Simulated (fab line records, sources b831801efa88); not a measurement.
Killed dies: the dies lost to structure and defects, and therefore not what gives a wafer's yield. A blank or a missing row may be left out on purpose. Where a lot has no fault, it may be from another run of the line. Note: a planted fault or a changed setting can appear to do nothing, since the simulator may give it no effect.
The tool behind it: which one? :: flow gf180mcu :: 12 lots, 36 wafers sampled, at 2 steps of a route of 602

WHAT EACH GAUGE READ, for each wafer
GF_HV_LDD_OVL_MEAS_20.
lot: L075
measured: day 11 02:37
on: overlay-01
HV_LDD_01_OVL (nm): 2.2 1.3 1.1

lot: L077
measured: day 11 17:34
on: overlay-01
HV_LDD_01_OVL (nm): -1.1 -1.7 -3.4

lot: L079
measured: day 12 08:04
on: overlay-02
HV_LDD_01_OVL (nm): 1.9 0.6 -1.3

lot: L081
measured: day 13 03:48
on: overlay-01
HV_LDD_01_OVL (nm): 0.9 1.1 -0.3

lot: L083
measured: day 13 15:49
on: overlay-02
HV_LDD_01_OVL (nm): 0.5 0.8 -0.3

lot: L085
measured: day 14 02:40
on: overlay-02
HV_LDD_01_OVL (nm): 1.5 -0.7 -1.5

lot: L087
measured: day 14 14:51
on: overlay-01
HV_LDD_01_OVL (nm): -0.6 -0.1 0.7

lot: L089
measured: day 15 05:10
on: overlay-02
HV_LDD_01_OVL (nm): -2.4 -2.7 -0.6

lot: L091
measured: day 15 21:43
on: overlay-02
HV_LDD_01_OVL (nm): -1.2 -1.0 -2.9

lot: L093
measured: day 16 10:28
on: overlay-02
HV_LDD_01_OVL (nm): -1.1 -0.5 1.2

lot: L095
measured: day 17 00:57
on: overlay-01
HV_LDD_01_OVL (nm): -2.1 -1.4 -0.4

lot: L097
measured: day 17 13:01
on: overlay-01
HV_LDD_01_OVL (nm): -0.6 -2.0 -0.6

WHICH TOOL RAN EACH LOT (tool, then ch and the chambers of the sampled wafers, then the start)
lot: L075
GF_DUAL_GATE_STRIP_13: plasma_asher-04 ch 0,1, day 8 18:35

lot: L077
GF_DUAL_GATE_STRIP_13: plasma_asher-03 ch 0,1, day 9 03:52

lot: L079
GF_DUAL_GATE_STRIP_13: plasma_asher-01 ch 0,1, day 9 18:47

lot: L081
GF_DUAL_GATE_STRIP_13: plasma_asher-03 ch 0,1, day 10 14:01

lot: L083
GF_DUAL_GATE_STRIP_13: plasma_asher-03 ch 0, day 11 01:39

lot: L085
GF_DUAL_GATE_STRIP_13: plasma_asher-01 ch 0,1, day 11 12:38

lot: L087
GF_DUAL_GATE_STRIP_13: plasma_asher-03 ch 0,1, day 11 22:32

lot: L089
GF_DUAL_GATE_STRIP_13: plasma_asher-04 ch 0,1, day 12 10:41

lot: L091
GF_DUAL_GATE_STRIP_13: plasma_asher-04 ch 0,1, day 13 02:08

lot: L093
GF_DUAL_GATE_STRIP_13: plasma_asher-03 ch 0,1, day 13 14:19

lot: L095
GF_DUAL_GATE_STRIP_13: plasma_asher-03 ch 0,1, day 14 04:11

lot: L097
GF_DUAL_GATE_STRIP_13: plasma_asher-04 ch 0,1, day 14 15:41
- GF_DUAL_GATE_STRIP_13: strips in O2/N2.

THE ANSWER, worked out from the rows above alone
Rule: usual is defined by the lots themselves. Put in order of their means at a reading, lots are off if they are a third of the lots or fewer, leave a main group of 4 or more, and stand apart from it by a gap of 3 or more times the standard deviation of the main group's means; of several such gaps the widest counts. The tables above print the reading to a certain number of digits; a main group whose means all agree to those digits is not used. Also off: a lot with no number at a reading for which 4 or more lots have one. The other lots that the step has rows for count as sound.
None of the lots is off at any reading shown; this tells nothing.

WHAT HAD BEEN PUT IN BY THE SIMULATOR
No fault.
